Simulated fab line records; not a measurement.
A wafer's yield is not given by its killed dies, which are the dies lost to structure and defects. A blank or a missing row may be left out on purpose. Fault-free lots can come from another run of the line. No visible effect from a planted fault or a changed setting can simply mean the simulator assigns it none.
2 desks looking at one fault	flow sky130	every desk sees just its own numbers, and what lay behind them comes last

AT THE TOOL OWNER'S DESK: plasma_asher-02
The tool's own readings at SKY_RES_XHIGH_STRIP_08 (strips in O2/N2): means of the sampled wafers that have a number, for each lot that ran on this tool. The brackets show how far a lot's mean lies from the usual mean; more than 4 standard deviations puts the lot out of limits, marked OUT.
Columns: A = drypump_motor_current_A at SKY_RES_XHIGH_STRIP_08, usual 5.3 A; B = oes_product_au at SKY_RES_XHIGH_STRIP_08, usual 0.711 a.u.; C = strip_time_to_endpoint_s at SKY_RES_XHIGH_STRIP_08, usual 14.29 s
lot	first seen here	A	B	C
L970	day 28 20:31	5.4	0.710	14.28
L971	day 29 03:22	5.4	0.944 (+58) OUT	-
L985	day 33 02:16	5.4	0.709	14.29
Finding of this desk: L971 out of limits; the first was L971 at day 29 03:22, on oes_product_au at SKY_RES_XHIGH_STRIP_08. L970, L985: within limits.

METROLOGY DESK
Lot by lot, what the gauges showed, no matter which tool ran the lot: averages of those sampled wafers that carry a number. The brackets show how far a lot's mean lies from the usual mean; more than 4 standard deviations puts the lot out of limits, marked OUT.
Columns: A = LDD_LDN_TW at SKY_LDD_LDN_TW_MEAS_13, usual 1480; B = cd_nm at SKY_POLY_CUT_CD_MEAS_08, usual 269.9 nm; C = SD_N_TW at SKY_SD_N_TW_MEAS_12, usual 3985; D = LI_CONTACT_HDPCVD_THK at SKY_LI_CONTACT_THK_MEAS_01, usual 935 nm
lot	first seen here	A	B	C	D
L967	day 23 04:01	1485	270.1	3958	944
L970	day 25 04:31	1477	269.9	4009	942
L971	day 25 10:31	1493	269.1	30 (-99 or more) OUT	-
L977	day 26 13:49	1479	270.7	3970	947
L979	day 27 08:49	1470	268.7	4020	938
L983	day 29 04:13	1464	269.8	4019	940
L981	day 29 06:35	1471	269.1	3959	925
L985	day 29 14:23	1499	270.4	3965	929
L986	day 30 08:07	1469	267.8	4029	928
L987	day 30 21:07	1471	270.5	3993	928
L988	day 31 03:07	1497	271.7	4041	935
This desk finds L971 out of limits, with the earliest case on L971 at day 30 07:59 (SD_N_TW at SKY_SD_N_TW_MEAS_12). L967, L970, L977, L979, L983, L981, L985, L986, L987, L988: within limits.

TAKEN TOGETHER
An alarm could have come from the tool owner's desk at day 29 03:22, on L971.
An alarm was possible from the metrology desk at day 30 07:59, on L971.
On plasma_asher-02, each named lot ran SKY_RES_XHIGH_STRIP_08.

WHAT WAS PUT IN BY THE SIMULATOR
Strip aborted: plasma_asher-02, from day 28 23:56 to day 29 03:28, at SKY_RES_XHIGH_STRIP_08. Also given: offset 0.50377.
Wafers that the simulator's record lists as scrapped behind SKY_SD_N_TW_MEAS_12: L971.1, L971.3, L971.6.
Lots struck among those shown: L971.
Fault start to first reading out of limits, in hours, per desk: tool owner, 3; metrology, 32.
